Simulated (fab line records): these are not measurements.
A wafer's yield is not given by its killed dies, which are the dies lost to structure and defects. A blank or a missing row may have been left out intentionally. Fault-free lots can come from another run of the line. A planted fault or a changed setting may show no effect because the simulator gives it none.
fab line records    flow sky130    part 2 of 2: steps 29 to 41 of 41
record lots=5  wafers=15  last-day=50
route steps=708 shown CAP2M@607 METAL4@621 VIA4@639
lots that met no fault: from a run of the same line without faults
start-h: hours from the record's opening day to when the first of the lot's shown wafers began    wait-h: how many hours have passed since the lot's step before this one    " the same as in the row above    L1.1+2: one row covering several wafers at once    - either no value or no given start    * or withheld: withheld    < > ~ a bound
route shown NAME@n: names a module that has steps shown in the file, with the first one's number in the route    usual: mean/standard deviation taken from wafers without a fault    same: alike in all rows    chamber/n: place in a boat    sites: readings site by site    _std_site: the standard deviation of these    _edge_site: inner sites' mean taken away from outer sites' mean    radius-mm: for every site, how far away it sits from the centre of the wafer    mask NAME#n: copy n    behind: tool/chamber where the wafer was last shaped    hold: what put the lot on hold/how long, in hours/how the hold closed    device: the n, p or np transistor that did not switch    end of line: the tests these same wafers got at the end of their route    where a step has no rows: the recipe by itself    killed: not the wafer's yield, but the dies lost to structure and defects at the first sort    map: dies across one wafer; x = killed, . = not, _ = none there
set.NAME: the setting as run; set.NAME@STEP: as run at that earlier step    model.NAME: the simulator's own value behind a step, which no gauge read
certain route steps with their lots: each step a table, each wafer a row
services: a tool's chamber out of use, with start hour (start-h, from the record's first day; less than 0 if before it), hours out, and reason
## steps
# step SKY_METAL4_STRIP_19
# recipe chemistry=O2/N2  power-w=1400  pressure-mtorr=1500  platen-temp-c=withheld  o2-flow-sccm=3000  n2-flow-sccm=300  overash-fraction=0.5
# usual drypump-motor-current-A=5.8/0.48  n2-flow-sccm=300.0/0.91  oes-product-au=0.506/0.0062  strip-time-to-endpoint-s=6.61/0.11
lot.wafer  tool             chamber  start-h  wait-h  drypump-motor-current-A  n2-flow-sccm  oes-product-au  rf-hours-counter-h  strip-time-to-endpoint-s
L079.2     plasma-asher-03  1        1034.30  0.1     6.1                      300.4         0.498           58                  6.41
L079.4     "                0        "        "       5.4                      299.1         0.500           -                   6.43
L079.5     "                0        "        "       5.4                      299.2         0.495           -                   6.47
L083.1     plasma-asher-01  1        1066.67  0.1     5.8                      300.2         0.497           96                  6.39
L083.4     "                1        "        "       5.8                      300.1         0.485           -                   6.39
L083.5     "                0        "        "       5.0                      300.3         0.498           -                   6.33
L084.1     plasma-asher-04  0        1068.63  0.1     6.4                      301.0         0.515           31                  6.62
L084.4     "                1        "        "       6.1                      298.9         0.498           -                   6.67
L084.6     "                1        "        "       6.1                      298.5         0.501           -                   6.58
L088.1     plasma-asher-03  1        1095.90  0.1     6.1                      300.8         0.508           64                  6.69
L088.2     "                0        "        "       5.3                      299.1         0.508           64                  6.72
L088.3     "                0        "        "       5.3                      300.9         0.513           -                   6.68
L093.1     plasma-asher-01  1        1126.40  0.3     5.8                      300.5         0.504           102                 6.68
L093.2     "                0        "        "       5.0                      299.7         0.513           102                 6.70
L093.3     "                0        "        "       5.0                      299.3         0.516           -                   6.71
# step SKY_METAL4_STRIP_20
# recipe chemistry=post-etch-residue-remover  time-s=1200  temp-c=72.5
# same time-s=1200
lot.wafer   tool          chamber  start-h  wait-h
L079.2+4+5  wet-bench-03  0        1034.40  0.1
L083.1+4+5  wet-bench-03  3        1066.77  0.1
L084.1+4+6  wet-bench-01  3        1068.73  0.1
L088.1+2+3  wet-bench-04  2        1096.00  0.1
L093.1+2+3  wet-bench-03  2        1126.50  0.1
# step SKY_METAL4_CLEAN_21
# recipe chemistry=IPA  time-s=180  temp-c=25
# same time-s=180
lot.wafer   tool          chamber  start-h  wait-h
L079.2+4+5  wet-bench-04  0        1034.74  0.0
L083.1+4+5  wet-bench-03  0        1067.12  0.0
L084.1+4+6  wet-bench-03  2        1069.07  0.0
L088.1+2+3  wet-bench-03  2        1096.34  0.0
L093.1+2+3  wet-bench-01  2        1126.84  0.0
# step SKY_METAL4_CLEAN_22
# recipe chemistry=O3/DIW  dry=n2-spin
lot.wafer   tool          chamber  start-h  wait-h
L079.2+4+5  wet-bench-01  2        1034.80  0.0
L083.1+4+5  wet-bench-04  2        1067.17  0.0
L084.1+4+6  wet-bench-04  0        1069.13  0.0
L088.1+2+3  wet-bench-04  1        1096.40  0.0
L093.1+2+3  wet-bench-01  0        1126.90  0.0
# step SKY_VIA4_HDPCVD_00
# recipe material=SiO2  target-thk-nm=1750  sigma-open-frac=0.3  time-s=291.7  temp-c=400  sih4-flow-sccm=60  pressure-mtorr=6
# same time-s=291.7
lot.wafer   tool       chamber  start-h  wait-h
L079.2+4+5  hdpcvd-02  1,2,0    1034.89  0.0
L083.1+4+5  hdpcvd-02  2,1,2    1067.27  0.0
L084.1+4+6  hdpcvd-02  2,0,1    1069.23  0.0
L088.1+2+3  hdpcvd-02  0,2,1    1096.49  0.0
L093.1+2+3  hdpcvd-02  1,2,0    1126.99  0.0
# step SKY_VIA4_THK_MEAS_01
# recipe reads=SiO2_of_VIA4_HDPCVD_00
# usual VIA4_HDPCVD_THK=1753/22
lot.wafer  tool           chamber  start-h  wait-h  VIA4_HDPCVD_THK[nm]
L079.2     film-metro-01  -        1035.08  0.1     1776
L079.4     "              -        "        "       1771
L079.5     "              -        "        "       1787
L083.1     film-metro-04  -        1067.45  0.1     1767
L083.4     "              -        "        "       1757
L083.5     "              -        "        "       1748
L084.1     film-metro-01  -        1069.41  0.1     1749
L084.4     "              -        "        "       1755
L084.6     "              -        "        "       1771
L088.1     film-metro-03  -        1096.67  0.1     1757
L088.2     "              -        "        "       1771
L088.3     "              -        "        "       1777
L093.1     film-metro-04  -        1127.17  0.1     1755
L093.2     "              -        "        "       1756
L093.3     "              -        "        "       1741
# step SKY_VIA4_CMP_02
# recipe material=SiO2  down-force-psi=4  platen-rpm=60  pad-velocity-m-s=0.94248
# usual motor-current-A=11.8/0.85
lot.wafer  tool    chamber  start-h  wait-h  motor-current-A
L079.2     cmp-02  3        1035.13  0.0     10.4
L079.4     "       2        "        "       10.6
L079.5     "       3        "        "       10.9
L083.1     cmp-01  3        1067.51  0.1     13.1
L083.4     "       1        "        "       12.7
L083.5     "       0        "        "       11.4
L084.1     cmp-02  2        1069.57  0.1     10.6
L084.4     "       3        "        "       10.5
L084.6     "       1        "        "       11.4
L088.1     cmp-02  2        1096.73  0.1     11.3
L088.2     "       3        "        "       10.7
L088.3     "       0        "        "       12.7
L093.2     cmp-01  3        1127.23  0.0     13.1
L093.1     "       0        "        "       11.4
L093.3     "       1        "        "       12.3
# step SKY_VIA4_BOW_MEAS_03
# recipe mode=bow
# usual VIA4_BOW=79/8.1
lot.wafer  tool           chamber  start-h  wait-h  VIA4_BOW[um]
L079.2     film-metro-04  -        1035.45  0.3     82
L079.4     "              -        "        "       78
L079.5     "              -        "        "       85
L083.1     film-metro-01  -        1067.81  0.2     82
L083.4     "              -        "        "       82
L083.5     "              -        "        "       87
L084.1     film-metro-01  -        1069.77  0.1     64
L084.4     "              -        "        "       62
L084.6     "              -        "        "       78
L088.1     film-metro-03  -        1097.03  0.2     68
L088.2     "              -        "        "       74
L088.3     "              -        "        "       67
L093.1     film-metro-01  -        1127.53  0.2     82
L093.2     "              -        "        "       80
L093.3     "              -        "        "       77
# step SKY_VIA4_DEHYDRATE_04
# recipe temp-c=200  time-s=60
# same time-s=60
lot.wafer   tool            chamber  start-h  wait-h
L079.2+4+5  litho-track-04  0        1047.17  11.7
L083.1+4+5  litho-track-01  0        1077.73  9.9
L084.1+4+6  litho-track-04  0        1079.49  9.7
L088.1+2+3  litho-track-03  0        1106.84  9.8
L093.1+2+3  litho-track-03  0        1136.89  9.3
# step SKY_VIA4_HMDS_05
# recipe prime-time-s=60  prime-temp-c=120
lot.wafer   tool            chamber  start-h  wait-h
L079.2+4+5  litho-track-04  0        1047.32  0.1
L083.1+4+5  litho-track-01  0        1077.88  0.1
L084.1+4+6  litho-track-04  0        1079.64  0.1
L088.1+2+3  litho-track-03  0        1106.99  0.1
L093.1+2+3  litho-track-03  0        1137.04  0.1
# step SKY_VIA4_COAT_06
# recipe resist=NOVOLAK  spin-rpm=3000  resist-thk-nm=1140
lot.wafer   tool            chamber  start-h  wait-h
L079.2+4+5  litho-track-04  0        1047.47  0.1
L083.1+4+5  litho-track-01  0        1078.03  0.1
L084.1+4+6  litho-track-04  0        1079.79  0.1
L088.1+2+3  litho-track-03  0        1107.14  0.1
L093.1+2+3  litho-track-03  0        1137.19  0.1
# step SKY_VIA4_SOFTBAKE_07
# recipe temp-c=90  time-s=60  resist=NOVOLAK
# same time-s=60
lot.wafer   tool            chamber  start-h  wait-h
L079.2+4+5  litho-track-04  0        1047.62  0.1
L083.1+4+5  litho-track-01  0        1078.18  0.1
L084.1+4+6  litho-track-04  0        1079.94  0.1
L088.1+2+3  litho-track-03  0        1107.29  0.1
L093.1+2+3  litho-track-03  0        1137.34  0.1
# step SKY_VIA4_EXPOSE_08
# recipe mask-id=VIM4  na=0.6  source-shape=conventional  sigma-outer=0.6  polarization=unpolarized  target-cd-nm=800  dose-mj=132
# usual stage-vel-mm-s=499.98/0.27
# same na=0.6
lot.wafer  tool              chamber  start-h  wait-h  mask    stage-vel-mm-s
L079.2     iline-stepper-02  0        -        -       VIM4#0  499.72
L079.4     "                 0        "        "       VIM4#0  499.81
L079.5     "                 0        "        "       VIM4#0  499.76
L083.1     iline-stepper-01  0        -        -       VIM4#0  500.65
L083.4     "                 0        "        "       VIM4#0  500.26
L083.5     "                 0        "        "       VIM4#0  500.41
L084.1     iline-stepper-02  0        -        -       VIM4#0  500.30
L084.4     "                 0        "        "       VIM4#0  500.51
L084.6     "                 0        "        "       VIM4#0  500.07
L088.1     iline-stepper-02  0        -        -       VIM4#0  500.19
L088.2     "                 0        "        "       VIM4#0  499.84
L088.3     "                 0        "        "       VIM4#0  500.05
L093.1     iline-stepper-02  0        -        -       VIM4#0  500.32
L093.2     "                 0        "        "       VIM4#0  500.20
L093.3     "                 0        "        "       VIM4#0  499.95
## services
tool              chamber  start-h  hours  kind
hdpcvd-02         -        981.47   1.0    repair
cmp-02            -        982.08   4.1    repair
wet-bench-02      -        982.12   1.9    pm
wet-bench-01      -        986.01   8.0    repair
krf-scanner-02    -        995.14   1.0    pm
cmp-02            -        1002.20  1.0    repair
iline-stepper-01  -        1002.96  4.4    pm
hdpcvd-02         2        1014.13  6.5    repair
rie-diel-03       0        1028.73  6.4    repair
iline-stepper-01  -        1029.56  2.5    repair
rie-diel-03       2        1031.79  5.6    repair
rie-metal-03      1        1032.84  12.0   repair
cmp-02            -        1036.19  1.2    repair
hdpcvd-02         -        1041.89  6.0    pm
rie-metal-04      -        1051.16  2.8    pm
plasma-asher-02   -        1055.25  9.0    pm
krf-scanner-02    -        1066.72  3.3    repair
hdpcvd-02         1        1070.26  4.8    repair
hdpcvd-02         -        1080.51  1.0    repair
plasma-asher-02   -        1080.83  0.9    repair
cmp-02            -        1085.88  0.2    repair
iline-stepper-02  -        1086.53  12.9   repair
iline-stepper-02  -        1102.55  1.7    pm
rie-metal-04      -        1129.94  0.7    repair
